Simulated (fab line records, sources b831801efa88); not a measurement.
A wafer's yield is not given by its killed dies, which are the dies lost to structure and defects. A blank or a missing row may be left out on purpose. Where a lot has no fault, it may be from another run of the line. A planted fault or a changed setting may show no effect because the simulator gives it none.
Which of the tools did it? || flow gf180mcu || 72 wafers from 24 lots sampled at 3 of the route's 602 steps

## WHAT THE GAUGES READ, wafer by wafer
GF_V3_THK_MEAS_25: measures by xrf. Usual: V3_W_THK 333 nm, standard deviation 4.9.
{"lot": "L074", "measured": "day 22 07:02", "on": "filmMetro-02", "V3_W_THK (nm)": "328 328 325", "flag": ""}
{"lot": "L075", "measured": "day 22 20:27", "on": "filmMetro-02", "V3_W_THK (nm)": "328 336 328", "flag": ""}
{"lot": "L076", "measured": "day 22 22:46", "on": "filmMetro-01", "V3_W_THK (nm)": "330 337 332", "flag": ""}
{"lot": "L077", "measured": "day 23 15:15", "on": "filmMetro-02", "V3_W_THK (nm)": "329 335 335", "flag": ""}
{"lot": "L078", "measured": "day 24 03:53", "on": "filmMetro-02", "V3_W_THK (nm)": "332 333 339", "flag": ""}
{"lot": "L079", "measured": "day 24 04:49", "on": "filmMetro-01", "V3_W_THK (nm)": "337 333 328", "flag": ""}
{"lot": "L080", "measured": "day 24 23:51", "on": "filmMetro-03", "V3_W_THK (nm)": "340 339 340", "flag": ""}
{"lot": "L081", "measured": "day 25 00:04", "on": "filmMetro-03", "V3_W_THK (nm)": "336 335 330", "flag": ""}
{"lot": "L082", "measured": "day 25 06:51", "on": "filmMetro-03", "V3_W_THK (nm)": "334 338 337", "flag": ""}
{"lot": "L083", "measured": "day 25 16:48", "on": "filmMetro-03", "V3_W_THK (nm)": "340 336 336", "flag": ""}
{"lot": "L084", "measured": "day 26 03:35", "on": "filmMetro-03", "V3_W_THK (nm)": "330 331 333", "flag": ""}
{"lot": "L085", "measured": "day 26 07:20", "on": "filmMetro-02", "V3_W_THK (nm)": "333 339 337", "flag": ""}
{"lot": "L086", "measured": "day 26 16:59", "on": "filmMetro-02", "V3_W_THK (nm)": "324 325 327", "flag": ""}
{"lot": "L087", "measured": "day 26 20:42", "on": "filmMetro-02", "V3_W_THK (nm)": "334 334 335", "flag": ""}
{"lot": "L088", "measured": "day 27 07:43", "on": "filmMetro-01", "V3_W_THK (nm)": "333 325 325", "flag": ""}
{"lot": "L089", "measured": "day 27 18:10", "on": "filmMetro-03", "V3_W_THK (nm)": "342 331 338", "flag": ""}
{"lot": "L090", "measured": "day 28 04:46", "on": "filmMetro-02", "V3_W_THK (nm)": "337 336 338", "flag": ""}
{"lot": "L091", "measured": "day 28 05:37", "on": "filmMetro-01", "V3_W_THK (nm)": "323 322 325", "flag": ""}
{"lot": "L092", "measured": "day 28 09:41", "on": "filmMetro-01", "V3_W_THK (nm)": "335 335 324", "flag": ""}
{"lot": "L093", "measured": "day 28 20:51", "on": "filmMetro-01", "V3_W_THK (nm)": "332 331 326", "flag": ""}
{"lot": "L094", "measured": "day 29 03:12", "on": "filmMetro-03", "V3_W_THK (nm)": "340 339 340", "flag": ""}
{"lot": "L095", "measured": "day 29 05:42", "on": "filmMetro-01", "V3_W_THK (nm)": "336 337 336", "flag": ""}
{"lot": "L096", "measured": "day 29 11:43", "on": "filmMetro-01", "V3_W_THK (nm)": "321 334 329", "flag": ""}
{"lot": "L097", "measured": "day 29 20:45", "on": "filmMetro-03", "V3_W_THK (nm)": "338 338 336", "flag": ""}

GF_V4_THK_MEAS_03. Usual: V4_CVD_02_THK 851 nm, standard deviation 13.
{"lot": "L074", "measured": "day 23 07:33", "on": "filmMetro-02", "V4_CVD_02_THK (nm)": "844 867 856", "flag": ""}
{"lot": "L075", "measured": "day 23 20:24", "on": "filmMetro-02", "V4_CVD_02_THK (nm)": "848 843 868", "flag": ""}
{"lot": "L076", "measured": "day 23 23:17", "on": "filmMetro-02", "V4_CVD_02_THK (nm)": "834 867 859", "flag": ""}
{"lot": "L077", "measured": "day 24 15:21", "on": "filmMetro-01", "V4_CVD_02_THK (nm)": "854 840 862", "flag": ""}
{"lot": "L078", "measured": "day 25 03:04", "on": "filmMetro-01", "V4_CVD_02_THK (nm)": "864 847 861", "flag": ""}
{"lot": "L079", "measured": "day 25 04:40", "on": "filmMetro-01", "V4_CVD_02_THK (nm)": "847 850 868", "flag": ""}
{"lot": "L080", "measured": "day 25 22:19", "on": "filmMetro-01", "V4_CVD_02_THK (nm)": "837 857 856", "flag": ""}
{"lot": "L081", "measured": "day 25 22:36", "on": "filmMetro-02", "V4_CVD_02_THK (nm)": "845 863 866", "flag": ""}
{"lot": "L082", "measured": "day 26 05:43", "on": "filmMetro-04", "V4_CVD_02_THK (nm)": "844 860 857", "flag": ""}
{"lot": "L083", "measured": "day 26 16:07", "on": "filmMetro-01", "V4_CVD_02_THK (nm)": "839 843 866", "flag": ""}
{"lot": "L084", "measured": "day 27 01:15", "on": "filmMetro-04", "V4_CVD_02_THK (nm)": "831 853 863", "flag": ""}
{"lot": "L085", "measured": "day 27 05:28", "on": "filmMetro-02", "V4_CVD_02_THK (nm)": "857 852 858", "flag": ""}
{"lot": "L086", "measured": "day 27 14:59", "on": "filmMetro-01", "V4_CVD_02_THK (nm)": "838 842 855", "flag": ""}
{"lot": "L087", "measured": "day 27 18:44", "on": "filmMetro-04", "V4_CVD_02_THK (nm)": "865 842 846", "flag": ""}
{"lot": "L088", "measured": "day 28 05:13", "on": "filmMetro-02", "V4_CVD_02_THK (nm)": "848 827 845", "flag": ""}
{"lot": "L089", "measured": "day 28 15:04", "on": "filmMetro-04", "V4_CVD_02_THK (nm)": "844 848 857", "flag": ""}
{"lot": "L090", "measured": "day 29 01:32", "on": "filmMetro-01", "V4_CVD_02_THK (nm)": "859 875 867", "flag": ""}
{"lot": "L091", "measured": "day 29 02:06", "on": "filmMetro-01", "V4_CVD_02_THK (nm)": "840 846 851", "flag": ""}
{"lot": "L092", "measured": "day 29 06:46", "on": "filmMetro-01", "V4_CVD_02_THK (nm)": "846 852 848", "flag": ""}
{"lot": "L093", "measured": "day 29 17:17", "on": "filmMetro-01", "V4_CVD_02_THK (nm)": "841 853 875", "flag": ""}
{"lot": "L094", "measured": "day 29 22:28", "on": "filmMetro-02", "V4_CVD_02_THK (nm)": "824 845 829", "flag": ""}
{"lot": "L095", "measured": "day 30 02:35", "on": "filmMetro-01", "V4_CVD_02_THK (nm)": "871 861 870", "flag": ""}
{"lot": "L096", "measured": "day 30 07:39", "on": "filmMetro-04", "V4_CVD_02_THK (nm)": "856 856 853", "flag": ""}
{"lot": "L097", "measured": "day 30 16:30", "on": "filmMetro-01", "V4_CVD_02_THK (nm)": "846 854 871", "flag": ""}

## WHAT TOOL EACH LOT RAN ON (gives the tool, then ch and the chambers of the sampled wafers, and finally the start)
{"lot": "L074", "GF_M4_SPUTTER_03": "pvdSputter-04, day 22 07:34"}
{"lot": "L075", "GF_M4_SPUTTER_03": "pvdSputter-01, day 22 20:57"}
{"lot": "L076", "GF_M4_SPUTTER_03": "pvdSputter-01, day 22 23:17"}
{"lot": "L077", "GF_M4_SPUTTER_03": "pvdSputter-04, day 23 15:46"}
{"lot": "L078", "GF_M4_SPUTTER_03": "pvdSputter-03, day 24 04:24"}
{"lot": "L079", "GF_M4_SPUTTER_03": "pvdSputter-01, day 24 06:07"}
{"lot": "L080", "GF_M4_SPUTTER_03": "pvdSputter-03, day 25 00:22"}
{"lot": "L081", "GF_M4_SPUTTER_03": "pvdSputter-01, day 25 00:40"}
{"lot": "L082", "GF_M4_SPUTTER_03": "pvdSputter-01, day 25 07:22"}
{"lot": "L083", "GF_M4_SPUTTER_03": "pvdSputter-04, day 25 17:20"}
{"lot": "L084", "GF_M4_SPUTTER_03": "pvdSputter-04, day 26 04:07"}
{"lot": "L085", "GF_M4_SPUTTER_03": "pvdSputter-03, day 26 07:51"}
{"lot": "L086", "GF_M4_SPUTTER_03": "pvdSputter-01, day 26 17:28"}
{"lot": "L087", "GF_M4_SPUTTER_03": "pvdSputter-03, day 26 21:13"}
{"lot": "L088", "GF_M4_SPUTTER_03": "pvdSputter-04, day 27 08:14"}
{"lot": "L089", "GF_M4_SPUTTER_03": "pvdSputter-04, day 27 18:40"}
{"lot": "L090", "GF_M4_SPUTTER_03": "pvdSputter-03, day 28 05:16"}
{"lot": "L091", "GF_M4_SPUTTER_03": "pvdSputter-01, day 28 06:08"}
{"lot": "L092", "GF_M4_SPUTTER_03": "pvdSputter-04, day 28 10:11"}
{"lot": "L093", "GF_M4_SPUTTER_03": "pvdSputter-03, day 28 21:22"}
{"lot": "L094", "GF_M4_SPUTTER_03": "pvdSputter-01, day 29 03:43"}
{"lot": "L095", "GF_M4_SPUTTER_03": "pvdSputter-03, day 29 06:13"}
{"lot": "L096", "GF_M4_SPUTTER_03": "pvdSputter-04, day 29 12:14"}
{"lot": "L097", "GF_M4_SPUTTER_03": "pvdSputter-03, day 29 21:16"}
- GF_M4_SPUTTER_03: material Ti, target thk 10 nm, time 6.7 s.

## AS READ BY THE TOOLS THEMSELVES (means over the sampled wafers that have a number; for cases with no such wafer, the mark the record gives instead)
GF_M4_SPUTTER_03. Usual: throttleValvePct reads 29.8 % (standard deviation 0.9).
{"lot": "L074", "tool": "pvdSputter-04", "throttleValvePct (%)": 29.7, "flag": ""}
{"lot": "L075", "tool": "pvdSputter-01", "throttleValvePct (%)": 29.5, "flag": ""}
{"lot": "L076", "tool": "pvdSputter-01", "throttleValvePct (%)": 29.0, "flag": ""}
{"lot": "L077", "tool": "pvdSputter-04", "throttleValvePct (%)": 29.6, "flag": ""}
{"lot": "L078", "tool": "pvdSputter-03", "throttleValvePct (%)": 30.3, "flag": ""}
{"lot": "L079", "tool": "pvdSputter-01", "throttleValvePct (%)": 29.2, "flag": ""}
{"lot": "L080", "tool": "pvdSputter-03", "throttleValvePct (%)": 30.3, "flag": ""}
{"lot": "L081", "tool": "pvdSputter-01", "throttleValvePct (%)": 29.4, "flag": ""}
{"lot": "L082", "tool": "pvdSputter-01", "throttleValvePct (%)": 29.1, "flag": ""}
{"lot": "L083", "tool": "pvdSputter-04", "throttleValvePct (%)": 29.2, "flag": ""}
{"lot": "L084", "tool": "pvdSputter-04", "throttleValvePct (%)": 29.7, "flag": ""}
{"lot": "L085", "tool": "pvdSputter-03", "throttleValvePct (%)": 30.5, "flag": ""}
{"lot": "L086", "tool": "pvdSputter-01", "throttleValvePct (%)": 29.9, "flag": ""}
{"lot": "L087", "tool": "pvdSputter-03", "throttleValvePct (%)": 30.6, "flag": ""}
{"lot": "L088", "tool": "pvdSputter-04", "throttleValvePct (%)": 29.2, "flag": ""}
{"lot": "L089", "tool": "pvdSputter-04", "throttleValvePct (%)": 29.8, "flag": ""}
{"lot": "L090", "tool": "pvdSputter-03", "throttleValvePct (%)": 30.5, "flag": ""}
{"lot": "L091", "tool": "pvdSputter-01", "throttleValvePct (%)": 29.2, "flag": ""}
{"lot": "L092", "tool": "pvdSputter-04", "throttleValvePct (%)": 29.8, "flag": ""}
{"lot": "L093", "tool": "pvdSputter-03", "throttleValvePct (%)": 30.1, "flag": ""}
{"lot": "L094", "tool": "pvdSputter-01", "throttleValvePct (%)": 29.4, "flag": ""}
{"lot": "L095", "tool": "pvdSputter-03", "throttleValvePct (%)": 30.4, "flag": ""}
{"lot": "L096", "tool": "pvdSputter-04", "throttleValvePct (%)": 29.4, "flag": ""}
{"lot": "L097", "tool": "pvdSputter-03", "throttleValvePct (%)": 31.2, "flag": ""}

## THE ANSWER, worked out from the rows above alone
Rule: a lot counts as off when the mean over its wafers that have a number is more than 3 standard deviations away from the usual mean. Also off: a lot with no number at a reading for which 4 or more lots have one. Where the step has rows for the other lots, those lots are counted as sound. Order of review: gauges by route order, followed by the tools' own readings, for which a lot's mean as printed above is used. At the first step where some lot is off, the reading lying furthest off is the one used; lots without a number count as furthest.
Nothing can be told from this: no lot is off at any reading shown.

## WHAT THE SIMULATOR PUT IN
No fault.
